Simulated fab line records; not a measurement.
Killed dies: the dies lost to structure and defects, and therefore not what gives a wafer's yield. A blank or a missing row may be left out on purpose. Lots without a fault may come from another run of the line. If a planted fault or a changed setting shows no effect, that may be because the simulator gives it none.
Which tool was responsible?    flow gf180mcu    11 lots, 33 wafers sampled, at 5 steps of a route of 602

WHAT EACH GAUGE READ, for each wafer
GF_V1_THK_MEAS_01. Usual: V1_CVD_00_THK gives 601 nm (standard deviation 7).
lot   measured      on             V1_CVD_00_THK (nm)  flag
L723  day 17 08:02  film-metro-01  599 596 601         
L724  day 17 10:19  film-metro-01  596 601 592         
L726  day 18 01:58  film-metro-04  599 600 602         
L729  day 21 03:41  film-metro-04  593 590 600         
L732  day 21 10:25  film-metro-03  611 605 604         
L734  day 22 01:20  film-metro-01  603 601 605         
L738  day 23 18:25  film-metro-03  599 596 609         
L739  day 24 04:40  film-metro-01  599 598 593         
L740  day 24 21:29  film-metro-03  602 601 595         
L742  day 25 05:17  film-metro-01  599 597 600         
L743  day 25 17:15  film-metro-01  586 581 607         

GF_V1_BOW_MEAS_05. Usual: V1_BOW gives 84 um (standard deviation 7.4).
lot   measured      on             V1_BOW (um)  flag
L723  day 17 08:32  film-metro-01  79 81 85     
L724  day 17 10:48  film-metro-03  75 99 90     
L726  day 18 02:28  film-metro-03  73 90 93     
L729  day 21 04:12  film-metro-03  77 86 81     
L732  day 21 10:55  film-metro-04  83 78 88     
L734  day 22 01:49  film-metro-01  81 87 84     
L738  day 23 18:55  film-metro-03  91 90 89     
L739  day 24 05:10  film-metro-01  92 78 94     
L740  day 24 21:59  film-metro-01  86 87 72     
L742  day 25 05:47  film-metro-03  93 86 95     
L743  day 25 17:45  film-metro-01  89 90 73     

GF_V1_RS_MEAS_24: uses a four-point probe to measure. Usual: V1_W_RS gives 0.325 ohm/sq (standard deviation 0.0044).
lot   measured      on             V1_W_RS (ohm/sq)   flag
L723  day 18 10:02  film-metro-04  0.325 0.325 0.324  
L724  day 18 11:43  film-metro-04  0.328 0.325 0.327  
L726  day 19 04:13  film-metro-03  0.325 0.325 0.326  
L729  day 22 05:47  film-metro-01  0.326 0.326 0.321  
L732  day 22 11:45  film-metro-01  0.331 0.326 0.508  OFF
L734  day 23 02:07  film-metro-04  0.326 0.322 0.508  OFF
L738  day 24 17:57  film-metro-01  0.322 0.317 0.322  
L739  day 25 03:53  film-metro-03  0.319 0.329 0.323  
L740  day 25 20:19  film-metro-03  0.320 0.324 0.326  
L742  day 26 03:46  film-metro-03  0.331 0.333 0.329  
L743  day 26 15:19  film-metro-04  0.326 0.326 0.330  

GF_V1_THK_MEAS_25: measures by xrf. Usual: V1_W_THK gives 359 nm (standard deviation 5.1).
lot   measured      on             V1_W_THK (nm)  flag
L723  day 18 10:08  film-metro-04  360 359 359    
L724  day 18 11:49  film-metro-04  353 359 355    
L726  day 19 04:20  film-metro-03  358 361 360    
L729  day 22 05:53  film-metro-01  360 354 363    
L732  day 22 11:52  film-metro-01  353 356 228    OFF
L734  day 23 02:14  film-metro-04  357 359 229    OFF
L738  day 24 18:04  film-metro-01  361 366 359    
L739  day 25 04:01  film-metro-03  365 355 357    
L740  day 25 20:26  film-metro-03  364 361 357    
L742  day 26 03:53  film-metro-03  354 353 355    
L743  day 26 15:26  film-metro-04  356 357 350    

WHICH TOOL RAN EACH LOT (tool, then ch and the chambers of the sampled wafers, then the start)
lot   GF_V1_CVD_23
L723  cvd-w-02 ch 0,1, day 18 09:54
L724  cvd-w-02 ch 0,1, day 18 11:35
L726  cvd-w-02 ch 0,1, day 19 04:05
L729  cvd-w-01 ch 0,1, day 22 05:41
L732  cvd-w-02 ch 0,1, day 22 11:38
L734  cvd-w-02 ch 0,1, day 23 02:00
L738  cvd-w-01 ch 0,1, day 24 17:49
L739  cvd-w-01 ch 0,1, day 25 03:47
L740  cvd-w-01 ch 0,1, day 25 20:11
L742  cvd-w-02 ch 0,1, day 26 03:38
L743  cvd-w-02 ch 0,1, day 26 15:11
- GF_V1_CVD_23: deposits W, target thk 350 nm, time 105.05 s.

WHAT THE TOOLS THEMSELVES READ (means of the sampled wafers that have a number; where no wafer has one, the mark that the record gives instead)
GF_V1_CVD_23. Usual: chamber-pressure-Torr 40.00 Torr, standard deviation 0.095; heater-power-w 882 W, standard deviation 93.
lot   tool      chamber-pressure-Torr (Torr)  heater-power-w (W)  flag
L723  cvd-w-02  39.91                         796                 
L724  cvd-w-02  39.89                         804                 
L726  cvd-w-02  39.92                         797                 
L729  cvd-w-01  39.93                         986                 
L732  cvd-w-02  40.01                         801                 
L734  cvd-w-02  40.00                         804                 
L738  cvd-w-01  39.91                         963                 
L739  cvd-w-01  40.06                         969                 
L740  cvd-w-01  39.97                         990                 
L742  cvd-w-02  40.03                         811                 
L743  cvd-w-02  39.93                         795                 

THE ANSWER, worked out from the rows above alone
Rule: a lot is off if the mean of its wafers that have a number lies more than 3 standard deviations from the usual mean. Also off: a lot with no number at a reading for which 4 or more lots have one. All remaining lots with rows at the step are treated as sound. The gauges are gone through in route order, then the tools' own readings, and for those a lot's mean is taken as printed above. At the first step where some lot is off, the reading lying furthest off is the one used; lots without a number count as furthest.
Off: L732, L734, seen at GF_V1_RS_MEAS_24 (V1_W_RS).
If a tool, at a process step before that reading, ran all the lots that are off and no sound lot after the first of them, it fits. Gauges at GF_V1_RS_MEAS_24: tried the same way as those tools. Of those tried, none fits.

WHAT THE SIMULATOR HAD PUT IN
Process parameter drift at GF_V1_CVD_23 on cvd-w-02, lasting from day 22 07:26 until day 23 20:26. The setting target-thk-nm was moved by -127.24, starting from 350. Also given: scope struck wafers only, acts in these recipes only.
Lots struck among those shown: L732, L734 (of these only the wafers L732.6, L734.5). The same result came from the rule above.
